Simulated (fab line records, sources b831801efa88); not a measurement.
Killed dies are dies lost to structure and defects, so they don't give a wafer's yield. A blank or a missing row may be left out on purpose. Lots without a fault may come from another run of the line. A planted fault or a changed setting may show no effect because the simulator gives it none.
Which tool did it? | flow sky130 | 12 lots, 36 wafers sampled, at 5 steps of a route of 708

WHAT THE GAUGES READ, wafer by wafer
The record holds no reading of a measuring or inspecting step that can be judged against a usual standard deviation.

WHICH TOOL RAN EACH LOT (tool, then ch and the chambers of the sampled wafers, then the start)
lot  | SKY_SONOS_ONO_STRIP_17               | SKY_METAL4_DESCUM_15              | SKY_VIA4_ETCH_12                   | SKY_PASSIVATION_STRIP_12             | SKY_PAD_OPEN_PROBE_99
L636 | plasma_asher-02 ch 0,1, day 12 11:01 | rie_metal-03 ch 0,1, day 41 10:48 | rie_diel-04 ch 0,2,3, day 42 11:11 | plasma_asher-02 ch 0,1, day 44 09:55 | prober-01, day 45 09:42
L637 | plasma_asher-01 ch 0,1, day 12 20:48 | rie_metal-03 ch 0,1, day 42 03:49 | rie_diel-02 ch 1,2, day 43 04:15   | plasma_asher-04 ch 0,1, day 45 03:01 | -
L639 | plasma_asher-02 ch 0,1, day 13 13:16 | rie_metal-01 ch 0,1, day 42 09:38 | rie_diel-02 ch 1,2, day 43 09:41   | plasma_asher-04 ch 1, day 45 07:43   | -
L642 | plasma_asher-01 ch 0,1, day 14 19:53 | rie_metal-03 ch 0,1, day 43 13:34 | rie_diel-04 ch 2,3, day 44 13:29   | plasma_asher-04 ch 0,1, day 46 10:23 | -
L643 | plasma_asher-04 ch 0,1, day 15 10:53 | rie_metal-01 ch 0,1, day 43 23:40 | rie_diel-02 ch 0,2,3, day 44 23:14 | plasma_asher-04 ch 0,1, day 46 19:52 | prober-01, day 47 15:26
L644 | plasma_asher-01 ch 1, day 16 12:23   | rie_metal-01 ch 0,1, day 44 19:40 | rie_diel-01 ch 0,2,3, day 45 18:09 | plasma_asher-03 ch 0,1, day 47 09:25 | prober-02, day 48 01:52
L645 | plasma_asher-04 ch 0,1, day 16 12:43 | rie_metal-01 ch 0,1, day 44 21:59 | rie_diel-01 ch 0,1, day 45 20:38   | plasma_asher-03 ch 0,1, day 47 11:32 | prober-01, day 48 07:20
L647 | plasma_asher-04 ch 0,1, day 16 23:06 | rie_metal-02 ch 0, day 45 03:23   | rie_diel-02 ch 0,2,3, day 46 02:18 | plasma_asher-04 ch 0,1, day 47 14:07 | -
L653 | plasma_asher-04 ch 0,1, day 18 23:07 | rie_metal-01 ch 0,1, day 46 17:40 | rie_diel-04 ch 1,2, day 47 11:00   | plasma_asher-03 ch 0,1, day 49 03:38 | prober-01, day 49 23:37
L654 | plasma_asher-04 ch 0,1, day 18 23:59 | rie_metal-01 ch 0,1, day 46 19:32 | rie_diel-01 ch 0,1, day 47 11:24   | plasma_asher-04 ch 0,1, day 49 04:28 | prober-02, day 50 00:05
L655 | plasma_asher-02 ch 0,1, day 19 04:48 | rie_metal-02 ch 0,1, day 47 07:01 | rie_diel-04 ch 2,3, day 47 23:42   | plasma_asher-02 ch 0,1, day 49 14:22 | prober-01, day 50 09:10
L656 | plasma_asher-01 ch 0,1, day 19 21:22 | rie_metal-01 ch 0,1, day 47 09:18 | rie_diel-02 ch 0,1,3, day 48 05:44 | plasma_asher-02 ch 0,1, day 49 19:57 | -
- SKY_SONOS_ONO_STRIP_17: strips in O2/N2.
- SKY_METAL4_DESCUM_15: chemistry O2, time 8 s.
- SKY_VIA4_ETCH_12: etches SiO2 in C4F8/O2/Ar, stops on TiN, target depth 580 nm.
- SKY_PASSIVATION_STRIP_12: strips in O2/N2.
- SKY_PAD_OPEN_PROBE_99

WHAT THE TOOLS THEMSELVES READ (means of the sampled wafers that have a number; where no wafer has one, the mark that the record gives instead)
SKY_SONOS_ONO_STRIP_17.
lot  | tool            | drypump_motor_current_A (A) | oes_product_au (a.u.) | strip_time_to_endpoint_s (s)
L636 | plasma_asher-02 | 5.6                         | 0.704                 | 14.08
L637 | plasma_asher-01 | 5.4                         | 0.708                 | 14.12
L639 | plasma_asher-02 | 5.5                         | 0.709                 | 14.06
L642 | plasma_asher-01 | 5.5                         | 0.706                 | 14.12
L643 | plasma_asher-04 | 5.4                         | 0.707                 | 14.14
L644 | plasma_asher-01 | 5.7                         | 0.708                 | 14.11
L645 | plasma_asher-04 | 5.8                         | 0.712                 | 14.08
L647 | plasma_asher-04 | 5.8                         | 0.709                 | 14.10
L653 | plasma_asher-04 | 5.8                         | 0.709                 | 14.13
L654 | plasma_asher-04 | 5.9                         | 0.712                 | 14.16
L655 | plasma_asher-02 | 5.5                         | 0.707                 | 14.01
L656 | plasma_asher-01 | 5.5                         | 0.711                 | 14.12

SKY_METAL4_DESCUM_15.
lot  | tool         | drypump_motor_current_A (A) | oes_product_au (a.u.) | rf_fwd_power_W (W)
L636 | rie_metal-03 | 5.72                        | 0.993                 | 147.5
L637 | rie_metal-03 | 5.75                        | 1.005                 | 146.8
L639 | rie_metal-01 | 5.83                        | 0.994                 | 147.1
L642 | rie_metal-03 | 5.73                        | 1.007                 | 147.7
L643 | rie_metal-01 | 5.92                        | 1.008                 | 147.2
L644 | rie_metal-01 | 5.83                        | 1.001                 | 146.8
L645 | rie_metal-01 | 5.79                        | 1.004                 | 146.6
L647 | rie_metal-02 | 6.17                        | 0.991                 | 147.4
L653 | rie_metal-01 | 5.91                        | 1.003                 | 146.8
L654 | rie_metal-01 | 5.84                        | 1.004                 | 147.3
L655 | rie_metal-02 | 5.97                        | 0.996                 | 146.5
L656 | rie_metal-01 | 5.95                        | 1.002                 | 147.0

SKY_VIA4_ETCH_12.
lot  | tool        | bias_w (W) | oes_product_au (a.u.) | rf_fwd_power_W (W)
L636 | rie_diel-04 | 1199       | 0.927                 | 1487
L637 | rie_diel-02 | 1203       | 0.925                 | 1485
L639 | rie_diel-02 | 1203       | 0.926                 | 1491
L642 | rie_diel-04 | 1202       | 0.927                 | 1489
L643 | rie_diel-02 | 1201       | 0.926                 | 1487
L644 | rie_diel-01 | 1199       | 0.927                 | 1495
L645 | rie_diel-01 | 1202       | 0.923                 | 1487
L647 | rie_diel-02 | 1199       | 0.924                 | 1491
L653 | rie_diel-04 | 1202       | 0.920                 | 1488
L654 | rie_diel-01 | 1200       | 0.928                 | 1488
L655 | rie_diel-04 | 1203       | 0.922                 | 1491
L656 | rie_diel-02 | 1200       | 0.927                 | 1488

SKY_PASSIVATION_STRIP_12.
lot  | tool            | drypump_motor_current_A (A) | oes_product_au (a.u.) | strip_time_to_endpoint_s (s)
L636 | plasma_asher-02 | 5.5                         | 0.661                 | 31.48
L637 | plasma_asher-04 | 5.4                         | 0.661                 | 31.58
L639 | plasma_asher-04 | 5.0                         | 0.661                 | 31.59
L642 | plasma_asher-04 | 5.4                         | 0.663                 | 31.56
L643 | plasma_asher-04 | 5.4                         | 0.659                 | 31.38
L644 | plasma_asher-03 | 5.3                         | 0.660                 | 31.44
L645 | plasma_asher-03 | 5.3                         | 0.661                 | 31.64
L647 | plasma_asher-04 | 5.4                         | 0.661                 | 31.41
L653 | plasma_asher-03 | 5.1                         | 0.658                 | 31.61
L654 | plasma_asher-04 | 5.4                         | 0.664                 | 31.37
L655 | plasma_asher-02 | 5.5                         | 0.663                 | 31.64
L656 | plasma_asher-02 | 5.6                         | 0.662                 | 31.56

SKY_PAD_OPEN_PROBE_99.
lot  | tool      | killed_at_M0_to_M3 | killed_at_M4_up | killed_at_contacts | killed_at_front_end | killed_at_other | killed_dies | killed_on_rim | killed_open | killed_short
L636 | prober-01 | 42                 | 3.0             | 22                 | 17                  | 0.0             | 85          | 18            | 46          | 39
L643 | prober-01 | 46                 | 3.3             | 20                 | 11                  | 0.7             | 81          | 13            | 46          | 36
L644 | prober-02 | 45                 | 3.7             | 17                 | 12                  | 0.3             | 78          | 12            | 42          | 36
L645 | prober-01 | 47                 | 3.3             | 22                 | 16                  | 0.3             | 89          | 14            | 51          | 39
L653 | prober-01 | 44                 | 3.7             | 26                 | 52                  | 0.0             | 125         | 26            | 53          | 34
L654 | prober-02 | 43                 | 2.7             | 19                 | 53                  | 0.3             | 117         | 23            | 43          | 34
L655 | prober-01 | 43                 | 5.3             | 23                 | 18                  | 0.3             | 90          | 17            | 48          | 41

THE ANSWER, worked out from the rows above alone
Rule: what is usual is taken from the lots themselves. Put in order of their means at a reading, lots are off if they are a third of the lots or fewer, leave a main group of 4 or more, and stand apart from it by a gap of 3 or more times the standard deviation of the main group's means; of several such gaps the widest counts. A main group whose means are all the same, to the digits that the tables above print for the reading, isn't used. A lot without any number at a reading at which 4 lots or more have one is off too. The other lots that the step has rows for count as sound. The gauges are gone through in route order, then the tools' own readings, and for those a lot's mean is taken as printed above. The first step at which some lot is off is used, and at that step the reading that is off furthest; a lot without a number counts as furthest.
Off: L653, L654, at SKY_PAD_OPEN_PROBE_99 (killed_at_front_end). The main group: mean 15, standard deviation 2.8. Neither off nor sound, because the step has no rows for them: L637, L639, L642, L647, L656.
A tool fits if, at that step or a process step before it, it ran every lot that is off, and no sound lot after the first of them. Can't be told from this: 2 tools fit, plasma_asher-04 at SKY_SONOS_ONO_STRIP_17, rie_metal-01 at SKY_METAL4_DESCUM_15.

WHAT THE SIMULATOR HAD PUT IN
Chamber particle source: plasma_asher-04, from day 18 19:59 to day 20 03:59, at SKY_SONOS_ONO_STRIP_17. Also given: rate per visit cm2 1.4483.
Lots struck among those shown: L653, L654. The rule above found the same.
